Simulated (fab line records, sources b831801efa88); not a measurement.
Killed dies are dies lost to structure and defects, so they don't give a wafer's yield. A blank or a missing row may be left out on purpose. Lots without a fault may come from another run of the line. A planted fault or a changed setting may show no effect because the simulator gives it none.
Which tool did it? | flow sky130 | 12 lots, 36 wafers sampled, at 5 steps of a route of 708

WHAT THE GAUGES READ, wafer by wafer
SKY_VIA3_RS_MEAS_22: measures by four-point-probe.
lot  | measured     | on            | VIA3_W_RS (ohm/sq)
L075 | day 39 15:26 | film_metro-02 | 0.2888 0.2884 0.2909
L077 | day 40 11:18 | film_metro-04 | 0.2949 0.2987 0.2962
L079 | day 41 15:08 | film_metro-02 | 0.2880 0.2916 0.2870
L081 | day 41 18:22 | film_metro-01 | 0.2891 0.2903 0.2920
L083 | day 42 07:56 | film_metro-04 | 0.2891 0.2903 0.2891
L085 | day 42 19:08 | film_metro-02 | 0.2929 0.2943 0.2937
L087 | day 43 09:50 | film_metro-01 | 0.2928 0.2912 0.2918
L089 | day 43 22:21 | film_metro-04 | 0.2963 0.2915 0.2917
L091 | day 44 16:34 | film_metro-02 | 0.2945 0.2888 0.2913
L093 | day 45 07:52 | film_metro-02 | 0.2961 0.2948 0.2978
L094 | day 45 12:13 | film_metro-02 | 0.2912 0.2916 0.2912
L097 | day 45 22:28 | film_metro-01 | 0.2963 0.2930 0.2963

WHICH TOOL RAN EACH LOT (tool, then ch and the chambers of the sampled wafers, then the start)
lot  | SKY_CAPM_CVD_00                 | SKY_METAL3_DESCUM_15              | SKY_VIA3_CMP_02               | SKY_VIA3_STRIP_16
L075 | pecvd-03 ch 0,1, day 36 07:13   | rie_metal-02 ch 0,1, day 38 11:55 | cmp-01 ch 0,2,3, day 38 13:07 | plasma_asher-04 ch 0,1, day 39 14:40
L077 | pecvd-03 ch 0,1, day 37 05:04   | rie_metal-03 ch 0,1, day 39 07:44 | cmp-01 ch 1,2, day 39 08:56   | plasma_asher-01 ch 0,1, day 40 10:28
L079 | pecvd-03 ch 0,1,2, day 38 09:40 | rie_metal-04 ch 1, day 40 11:59   | cmp-01 ch 0,1,2, day 40 13:11 | plasma_asher-02 ch 0,1, day 41 14:22
L081 | pecvd-04 ch 0,1,2, day 38 12:31 | rie_metal-03 ch 0,1, day 40 15:28 | cmp-01 ch 1,2,3, day 40 16:58 | plasma_asher-01 ch 0,1, day 41 17:35
L083 | pecvd-03 ch 0,1,2, day 39 04:46 | rie_metal-03 ch 0,1, day 41 06:14 | cmp-01 ch 0,1,2, day 41 07:32 | plasma_asher-04 ch 0,1, day 42 07:04
L085 | pecvd-02 ch 0,1,2, day 39 14:41 | rie_metal-02 ch 0,1, day 41 16:43 | cmp-01 ch 0,2,3, day 41 18:01 | plasma_asher-01 ch 0,1, day 42 18:17
L087 | pecvd-02 ch 1,2, day 40 07:50   | rie_metal-02 ch 0,1, day 42 08:07 | cmp-01 ch 2,3, day 42 09:16   | plasma_asher-02 ch 0,1, day 43 09:04
L089 | pecvd-02 ch 0,2, day 40 20:40   | rie_metal-03 ch 1, day 42 20:38   | cmp-01 ch 1,2,3, day 42 22:01 | plasma_asher-04 ch 0,1, day 43 21:32
L091 | pecvd-02 ch 1,2, day 41 15:25   | rie_metal-02 ch 0,1, day 43 14:42 | cmp-01 ch 0,1,2, day 43 15:50 | plasma_asher-01 ch 0,1, day 44 15:47
L093 | pecvd-02 ch 0,1,2, day 42 09:55 | rie_metal-04 ch 0,1, day 44 07:26 | cmp-01 ch 1,2,3, day 44 08:39 | plasma_asher-04 ch 0,1, day 45 06:58
L094 | pecvd-02 ch 0,1,2, day 42 13:44 | rie_metal-03 ch 1, day 44 12:26   | cmp-02 ch 1,2,3, day 44 13:52 | plasma_asher-01 ch 0,1, day 45 11:17
L097 | pecvd-04 ch 0,2, day 43 01:46   | rie_metal-02 ch 0,1, day 44 23:08 | cmp-02 ch 1,2,3, day 45 00:23 | plasma_asher-02 ch 0, day 45 21:41
- SKY_CAPM_CVD_00: deposits SiO2, target thk 15.5 nm.
- SKY_METAL3_DESCUM_15: chemistry O2, time 8 s.
- SKY_VIA3_CMP_02: polishes SiO2.
- SKY_VIA3_STRIP_16: strips in O2/N2.

THE ANSWER, worked out from the rows above alone
Rule: what is usual is taken from the lots themselves. Put in order of their means at a reading, lots are off if they are a third of the lots or fewer, leave a main group of 4 or more, and stand apart from it by a gap of 3 or more times the standard deviation of the main group's means; of several such gaps the widest counts. A main group whose means are all the same, to the digits that the tables above print for the reading, isn't used. A lot without any number at a reading at which 4 lots or more have one is off too. The other lots that the step has rows for count as sound.
No lot is off at any reading shown: from this, nothing can be told.

WHAT THE SIMULATOR HAD PUT IN
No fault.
